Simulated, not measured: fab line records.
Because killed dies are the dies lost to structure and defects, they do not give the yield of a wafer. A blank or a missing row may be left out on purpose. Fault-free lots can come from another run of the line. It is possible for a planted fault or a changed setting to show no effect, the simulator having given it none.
Matching of chambers | flow sfq-line | SFQ_TRILAYER_I2_DEP_PECVD_063 on pecvd-03 has 3 sister chambers
The step deposits SiO2 from SiH4/N2O, time 111.11 s, target thk 500 nm. 3 wafers are shown with their chamber, then 7 later ones without.

== WAFERS, EACH WITH ITS CHAMBER ==
wafer  | chamber | throttle-valve-pct (%)
L193.2 | 1       | 24.3
L201.1 | 2       | 25.9
L201.3 | 0       | 26.5

== WAFERS MISSING THEIR CHAMBER ==
wafer  | throttle-valve-pct (%)
L201.5 | 26.1
L208.3 | 25.5
L208.4 | 25.8
L208.6 | 24.2
L210.2 | 25.8
L210.3 | 24.1
L210.4 | 26.6

== THE CHAMBER EACH PASSED THROUGH ==
wafer  | from the rows above     | in truth
L201.5 | can't be placed: 2 or 0 | 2
L208.3 | 2                       | 2
L208.4 | 2                       | 2
L208.6 | 1                       | 1
L210.2 | 2                       | 2
L210.3 | 1                       | 1
L210.4 | 0                       | 0
Correct placement for 6 of the 7. Not placeable from these rows: 1 (in 1, the candidates include the true chamber). Wrongly placed: 0.
How it was worked out, from the rows above alone: a wafer's distance from a chamber is the root of the sum, over the readings, of the square of ((its reading less the chamber's mean) divided by the reading's scatter). The wafer belongs to the nearest chamber; if the next one is less than 2 further off, it can't be placed. A chamber's mean is the mean of its shown wafers. The scatter: root of mean squared gap, hidden wafer to nearest shown wafer, with one shown wafer a chamber.
